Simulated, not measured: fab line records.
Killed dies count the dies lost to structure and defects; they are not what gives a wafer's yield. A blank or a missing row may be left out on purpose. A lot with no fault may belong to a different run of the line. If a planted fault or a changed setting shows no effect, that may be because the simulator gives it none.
A struck lot beside a sound one ; flow gf180mcu ; 15 out of 602 route steps
Sound: the wafers L771.1, L771.3, L771.5. Struck: wafers L775.2, L775.4, L775.5. Last of all comes the cause.
Per side, at each step with rows, come the tool, then ch with its chambers, and then its first start. Under that, the readings that differ: sound wafers ; struck wafers ; difference of the means ; sigmas: that difference in standard deviations of wafers without a fault.
alike: readings with means less than 2 such deviations apart, plus words and numbers identical on both sides. not compared: withheld readings, readings lacking a value on some wafer, bounds such as >300 that could conceal the same value, and numbers that have no deviation in the record and whose values overlap.
Wherever a step has rows on one side only, a row that says differs or no value, or a row with sigmas, the two part there. When numbers do not overlap yet have no deviation, they are printed without sigmas and do not part them. A reading that every wafer of one side lacks parts them only if that side has two wafers or more.

GF_TOP_METAL_SPUTTER_04: material TiN, target thk 25 nm, time 20.8 s.
  sound on pvd sputter-01 at day 31 02:50; struck on pvd sputter-02 at day 32 08:32
  alike: throttle valve pct
GF_TOP_METAL_RS_MEAS_05: uses a four-point probe to measure.
  sound on film metro-02 at day 31 02:52; struck on film metro-02 at day 32 08:35
  alike: TOP_METAL_ALCU_RS
GF_TOP_METAL_THK_MEAS_06: measures by xrf.
  sound on film metro-02 at day 31 02:59; struck on film metro-02 at day 32 08:42
  alike: TOP_METAL_ALCU_THK
then, 7 steps without rows for these wafers: GF_TOP_METAL_DEHYDRATE_07 (time 60 s); GF_TOP_METAL_HMDS_08 (prime time 60 s); GF_TOP_METAL_COAT_09 (resist thk 1500 nm); GF_TOP_METAL_SOFTBAKE_10 (time 60 s); GF_TOP_METAL_EXPOSE_11 (exposes mask MetalTop, target cd 440 nm); GF_TOP_METAL_PEB_12; GF_TOP_METAL_DEVELOP_13 (develop time 60 s).
GF_TOP_METAL_CD_MEAS_14 targets a cd of 440 nm.
  sound on cd sem-02 at day 31 19:58; struck on cd sem-01 at day 33 00:54
  alike: cd nm
GF_TOP_METAL_OVL_MEAS_15:
  sound on overlay-01 at day 31 20:06; struck on overlay-02 at day 33 01:01
  alike: TOP_METAL_OVL
GF_TOP_METAL_METAL_ETCH_16: etches the open film in Cl2/BCl3, stops on SiO2, target depth 1077.5 nm, time 179.6 s.
  sound on rie metal-04 ch 0,1, day 31 20:08; struck on rie metal-04 ch 0,1, day 33 01:02
reading;sound;struck;difference;sigmas
oes product au (a.u.);0.967 0.969 0.971;0.790 0.799 0.798;-0.173;-28
throttle valve pct (%);28.270 28.255 28.236;28.443 28.450 28.440;+0.191;+17
model.TOP_METAL.feature depth nm (nm);1026 1023 1029;732 725.7 736.5;-295;
model.etch.depth nm (nm);1026 1023 1029;732 725.7 736.5;-295;
model.NOVOLAK_of_TOP_METAL_COAT_09.thk nm (nm);1068 1068 1065;1204 1210 1204;+139;
  alike: drypump motor current A, mfc cl2 sccm
  not compared: rf hours counter h
GF_TOP_METAL_STRIP_17: strips in O2/N2.
  sound on plasma asher-02 ch 0,1, day 31 20:19; struck on plasma asher-04 ch 0, day 33 01:13
reading;sound;struck;difference;sigmas
strip time to endpoint s (s);13.43 13.45 13.39;15.01 15.07 14.99;+1.60;+16
  alike: drypump motor current A, heater power w, n2 flow sccm, oes product au
  not compared: rf hours counter h
then, 1 step without rows for these wafers: GF_TOP_METAL_STRIP_18 (strips in post etch residue remover, time 1200 s).

== WHERE THEY PART ==
At GF_TOP_METAL_METAL_ETCH_16 first; at GF_TOP_METAL_STRIP_17 last (within this record only).

WHY: what had been put in by the simulator
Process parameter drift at GF_TOP_METAL_METAL_ETCH_16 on rie metal-04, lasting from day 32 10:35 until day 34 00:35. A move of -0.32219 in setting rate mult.
